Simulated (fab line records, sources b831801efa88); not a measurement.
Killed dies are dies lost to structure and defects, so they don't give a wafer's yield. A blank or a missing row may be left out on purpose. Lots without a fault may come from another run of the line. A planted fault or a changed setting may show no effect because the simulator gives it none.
Which tool did it? | flow sky130 | 13 lots, 39 wafers sampled, at 6 steps of a route of 708

WHAT THE GAUGES READ, wafer by wafer
SKY_LDD_LDN_OVL_MEAS_07.
lot  | measured     | on         | LDD_LDN_OVL (nm)
L414 | day 23 02:27 | overlay-02 | 0.6 -0.1 0.7
L415 | day 23 13:07 | overlay-01 | -0.3 -1.7 -1.4
L416 | day 23 19:16 | overlay-01 | -2.6 -1.1 0.1
L417 | day 24 11:09 | overlay-02 | -0.1 -2.2 -1.7
L419 | day 25 07:48 | overlay-02 | 0.9 0.1 1.8
L422 | day 26 09:21 | overlay-02 | 0.9 -0.2 1.6
L423 | day 26 11:21 | overlay-01 | -1.1 -2.0 -2.2
L425 | day 27 00:28 | overlay-02 | 1.8 2.3 2.1
L424 | day 27 00:51 | overlay-02 | -1.0 -3.9 -0.5
L428 | day 28 01:06 | overlay-01 | -2.0 -1.3 -2.2
L432 | day 29 12:43 | overlay-02 | 2.3 0.4 -0.2
L431 | day 29 15:36 | overlay-02 | -1.4 -1.2 -0.7
L437 | day 31 11:04 | overlay-01 | -1.1 -0.7 0.2

SKY_SPACER_THK_MEAS_01.
lot  | measured     | on            | SPACER_CVD_00_THK (nm)
L414 | day 23 04:31 | film_metro-03 | 42.6 42.7 42.5
L415 | day 23 15:47 | film_metro-01 | 43.1 43.4 43.0
L416 | day 23 21:19 | film_metro-01 | 42.9 42.9 43.1
L417 | day 24 13:53 | film_metro-01 | 42.9 42.9 43.1
L419 | day 25 10:49 | film_metro-02 | 42.6 42.5 42.6
L422 | day 26 12:04 | film_metro-01 | 43.3 42.8 43.1
L423 | day 26 15:14 | film_metro-03 | 42.6 42.5 42.6
L425 | day 27 02:43 | film_metro-01 | 43.5 43.6 43.3
L424 | day 27 05:16 | film_metro-02 | 43.0 42.9 43.1
L428 | day 28 03:44 | film_metro-02 | 43.0 43.1 43.0
L432 | day 29 15:23 | film_metro-03 | 43.9 44.1 43.9
L431 | day 29 18:50 | film_metro-01 | 43.3 43.4 43.2
L437 | day 31 13:07 | film_metro-01 | 42.6 42.3 42.6

SKY_SD_P_TW_MEAS_11.
lot  | measured     | on            | SD_P_TW
L414 | day 25 17:40 | film_metro-01 | 2828 2855 2839
L415 | day 26 04:54 | film_metro-01 | 2827 2835 2831
L416 | day 26 09:40 | film_metro-01 | 2837 2831 2832
L417 | day 27 02:25 | film_metro-01 | 2863 2872 2864
L419 | day 27 22:19 | film_metro-01 | 2853 2836 2850
L422 | day 28 23:40 | film_metro-03 | 2831 2843 2829
L423 | day 29 02:10 | film_metro-03 | 2845 2850 2836
L425 | day 29 12:07 | film_metro-04 | 2806 2786 2793
L424 | day 29 15:45 | film_metro-01 | 2839 2837 2843
L428 | day 30 12:13 | film_metro-03 | 2818 2811 2825
L432 | day 31 23:26 | film_metro-03 | 2857 2857 2844
L431 | day 32 04:01 | film_metro-04 | 2798 2818 2830
L437 | day 33 21:25 | film_metro-04 | 2775 2770 2782

SKY_RES_XHIGH_TW_MEAS_09.
lot  | measured     | on            | RES_XHIGH_TW
L414 | day 26 22:29 | film_metro-01 | 1646 1646 1637
L415 | day 27 10:13 | film_metro-01 | 1650 1657 1662
L416 | day 27 15:03 | film_metro-03 | 1658 1665 1654
L417 | day 28 07:01 | film_metro-03 | 1658 1656 1641
L419 | day 29 03:36 | film_metro-04 | 1621 1623 1611
L422 | day 30 04:18 | film_metro-03 | 1640 1633 1632
L423 | day 30 06:23 | film_metro-03 | 1631 1638 1636
L425 | day 30 15:52 | film_metro-04 | 1624 1626 1625
L424 | day 30 19:45 | film_metro-03 | 1636 1631 1631
L428 | day 31 16:23 | film_metro-03 | 1650 1654 1660
L432 | day 33 03:40 | film_metro-04 | 30 30 29
L431 | day 33 07:53 | film_metro-04 | 1607 1609 1613
L437 | day 34 23:50 | film_metro-01 | 1649 1652 1653

WHICH TOOL RAN EACH LOT (tool, then ch and the chambers of the sampled wafers, then the start)
lot  | SKY_SD_P_STRIP_10                    | SKY_RES_XHIGH_STRIP_08
L414 | plasma_asher-03 ch 0,1, day 25 17:34 | plasma_asher-03 ch 0,1, day 26 22:23
L415 | plasma_asher-01 ch 0,1, day 26 04:49 | plasma_asher-03 ch 0,1, day 27 10:08
L416 | plasma_asher-04 ch 1, day 26 09:33   | plasma_asher-03 ch 0,1, day 27 14:56
L417 | plasma_asher-03 ch 0,1, day 27 02:19 | plasma_asher-02 ch 0,1, day 28 06:55
L419 | plasma_asher-03 ch 0,1, day 27 22:13 | plasma_asher-01 ch 0,1, day 29 03:30
L422 | plasma_asher-03 ch 0,1, day 28 23:34 | plasma_asher-02 ch 0,1, day 30 04:12
L423 | plasma_asher-03 ch 0,1, day 29 02:04 | plasma_asher-01 ch 0,1, day 30 06:17
L425 | plasma_asher-01 ch 0,1, day 29 12:01 | plasma_asher-02 ch 0,1, day 30 15:45
L424 | plasma_asher-01 ch 0,1, day 29 15:39 | plasma_asher-03 ch 0,1, day 30 19:39
L428 | plasma_asher-01 ch 0,1, day 30 12:07 | plasma_asher-02 ch 0,1, day 31 16:17
L432 | plasma_asher-04 ch 0,1, day 31 23:20 | plasma_asher-03 ch 0,1, day 33 03:35
L431 | plasma_asher-01 ch 0,1, day 32 03:55 | plasma_asher-02 ch 0,1, day 33 07:47
L437 | plasma_asher-03 ch 0,1, day 33 21:19 | plasma_asher-01 ch 0,1, day 34 23:44
- SKY_SD_P_STRIP_10: strips in O2/N2.
- SKY_RES_XHIGH_STRIP_08: strips in O2/N2.

WHAT THE TOOLS THEMSELVES READ (means of the sampled wafers that have a number; where no wafer has one, the mark that the record gives instead)
SKY_SD_P_STRIP_10.
lot  | tool            | drypump_motor_current_A (A) | oes_product_au (a.u.) | strip_time_to_endpoint_s (s)
L414 | plasma_asher-03 | 6.04                        | 0.618                 | 17.50
L415 | plasma_asher-01 | 6.10                        | 0.618                 | 17.49
L416 | plasma_asher-04 | 6.24                        | 0.619                 | 17.59
L417 | plasma_asher-03 | 6.04                        | 0.615                 | 17.55
L419 | plasma_asher-03 | 6.04                        | 0.616                 | 17.54
L422 | plasma_asher-03 | 6.29                        | 0.617                 | 17.49
L423 | plasma_asher-03 | 6.28                        | 0.624                 | 17.52
L425 | plasma_asher-01 | 5.98                        | 0.615                 | 17.46
L424 | plasma_asher-01 | 6.09                        | 0.617                 | 17.47
L428 | plasma_asher-01 | 5.98                        | 0.615                 | 17.49
L432 | plasma_asher-04 | 6.12                        | 0.783                 | -
L431 | plasma_asher-01 | 5.99                        | 0.618                 | 17.53
L437 | plasma_asher-03 | 6.27                        | 0.617                 | 17.49

SKY_RES_XHIGH_STRIP_08.
lot  | tool            | drypump_motor_current_A (A) | oes_product_au (a.u.) | strip_time_to_endpoint_s (s)
L414 | plasma_asher-03 | 6.0                         | 0.709                 | 14.361
L415 | plasma_asher-03 | 6.3                         | 0.707                 | 14.370
L416 | plasma_asher-03 | 6.3                         | 0.711                 | 14.371
L417 | plasma_asher-02 | 5.9                         | 0.708                 | 14.351
L419 | plasma_asher-01 | 6.0                         | 0.715                 | 14.357
L422 | plasma_asher-02 | 5.6                         | 0.717                 | 14.372
L423 | plasma_asher-01 | 6.0                         | 0.708                 | 14.391
L425 | plasma_asher-02 | 6.0                         | 0.710                 | 14.375
L424 | plasma_asher-03 | 6.0                         | 0.713                 | 14.377
L428 | plasma_asher-02 | 6.0                         | 0.710                 | 14.369
L432 | plasma_asher-03 | 6.3                         | 0.708                 | 16.715
L431 | plasma_asher-02 | 5.6                         | 0.708                 | 14.329
L437 | plasma_asher-01 | 6.0                         | 0.709                 | 14.374

THE ANSWER, worked out from the rows above alone
Rule: what is usual is taken from the lots themselves. Put in order of their means at a reading, lots are off if they are a third of the lots or fewer, leave a main group of 4 or more, and stand apart from it by a gap of 3 or more times the standard deviation of the main group's means; of several such gaps the widest counts. A main group whose means are all the same, to the digits that the tables above print for the reading, isn't used. A lot without any number at a reading at which 4 lots or more have one is off too. The other lots that the step has rows for count as sound. The gauges are gone through in route order, then the tools' own readings, and for those a lot's mean is taken as printed above. The first step at which some lot is off is used, and at that step the reading that is off furthest; a lot without a number counts as furthest.
Off: L432, at SKY_RES_XHIGH_TW_MEAS_09 (RES_XHIGH_TW). The main group: mean 1639, standard deviation 15.
A tool fits if, at a process step before that reading, it ran every lot that is off, and no sound lot after the first of them. The gauges at SKY_RES_XHIGH_TW_MEAS_09 aren't tried: what is off there is off at SKY_SD_P_STRIP_10 too, on other tools, and a gauge's error can't cause that. Can't be told from this: 2 tools fit, plasma_asher-04 at SKY_SD_P_STRIP_10, plasma_asher-03 at SKY_RES_XHIGH_STRIP_08.

WHAT THE SIMULATOR HAD PUT IN
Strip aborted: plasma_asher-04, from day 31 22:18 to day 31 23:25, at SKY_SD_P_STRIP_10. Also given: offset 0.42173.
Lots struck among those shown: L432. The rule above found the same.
